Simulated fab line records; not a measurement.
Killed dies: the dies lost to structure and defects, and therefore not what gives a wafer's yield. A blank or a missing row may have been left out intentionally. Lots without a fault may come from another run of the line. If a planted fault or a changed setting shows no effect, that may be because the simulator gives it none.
Code-filled problem report in 8D (eight disciplines) form    flow gf180mcu    the parts of the form that need people (team, actions taken, sign-off) are left out

== 1. WHAT WENT WRONG ==
Wafers free of any fault read 847 nm (standard deviation 11) for V1_CVD_02_THK at GF_V1_THK_MEAS_03, against a mean of 760 nm on 6 wafers of 2 lots. That is -8.0 standard deviations from the usual mean.
First seen on wafer L877.3, day 20 02:53, on film-metro-03. The record has a number at this step for 33 wafers belonging to 11 lots. Rule for "out", or "out of limits": more than 4 standard deviations from the usual mean. The other wafers with a number count as sound.

== 2. WHAT IT IS, WHAT IT ISN'T ==
question                     is                      is not
which readings at this step  V1_CVD_02_THK           -
which lots                   L877, L879              L869, L870, L873, L884, L887, L888, L889, L890, L892
which wafers of those lots   all that have a number  -
read on which gauges         film-metro-03           film-metro-02
when                         from day 20 02:53       up to then (9 sound wafers); but 18 sound wafers of L884, L887, L888, L889, L890, L892 came after

== 3. THE SUSPECTS, EACH WITH WHAT RULES IT OUT ==
Counting: a tool stays on the suspect list if, at a process step up to the reading, it processed all lots that are out and no sound lot following the first of them.
- ruled out: the gauge at GF_V1_THK_MEAS_03. All the wafers that are out were read on film-metro-03, but those of them that GF_V1_CMP_04 has rows for are out there too, on other tools.
- pvd-sputter-04 at GF_M1_SPUTTER_02 (material AlCu, target thk 450 nm, time 23.9 s): ruled out as a lasting fault. The sound lots L884, L889, L892 went through it after L877, its earliest lot that is out (day 19 01:18).
- rie-metal-03 at GF_M1_METAL_ETCH_16 (etches the open film in Cl2/BCl3, stops on SiO2, target depth 627.5 nm, time 104.6 s): ruled out as a lasting fault. The sound lots L884, L887, L889, L892 went through it after L877, its earliest lot that is out (day 20 02:01).
- pecvd-02 at GF_V1_CVD_02 (deposits SiO2 from TEOS, target thk 850 nm, time 94.851 s): ruled out as a lasting fault. The sound lots L888, L890 went through it after L877, its earliest lot that is out (day 20 02:47).
Left after counting: nothing in the record.

== 4. THE CAUSE (what the simulator had put in) ==
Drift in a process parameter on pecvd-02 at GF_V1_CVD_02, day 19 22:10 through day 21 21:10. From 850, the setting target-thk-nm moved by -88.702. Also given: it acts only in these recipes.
Counting ruled it out, wrongly: the rule takes a fault to strike every lot that its tool runs from its start on, and this one did not.

== 5. SEQUENCE OF EFFECTS, ordered by route ==
Rows list readings where the struck wafers' mean (over those with a number) sits beyond 3 standard deviations from the usual. Scope: only readings with a usual standard deviation given in the record; hours: median across lots of the time from each lot's start at the first step in this table that gives one to its start at this step; sigmas: change in usual standard deviations.
hours  step               reading             usual   on struck wafers  change  sigmas
0      GF_V1_THK_MEAS_03  V1_CVD_02_THK       847 nm  760               -88     -8.0
0      GF_V1_CMP_04       time-to-endpoint-s  79 s    46                -33     -6.5
Here are the process steps it includes:
- GF_V1_CMP_04: polishes SiO2.

== 6. HOW IT WOULD HAVE BEEN CAUGHT EARLIER ==
The first out-of-limits reading at a measuring or inspecting step in this record came at day 20 02:53, 5 hours after the fault's start at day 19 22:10.
An alarm limit of 4 standard deviations would not have fired on the tool readings at GF_V1_CVD_02 for which the record gives a usual standard deviation, since none of them was out on any struck wafer.
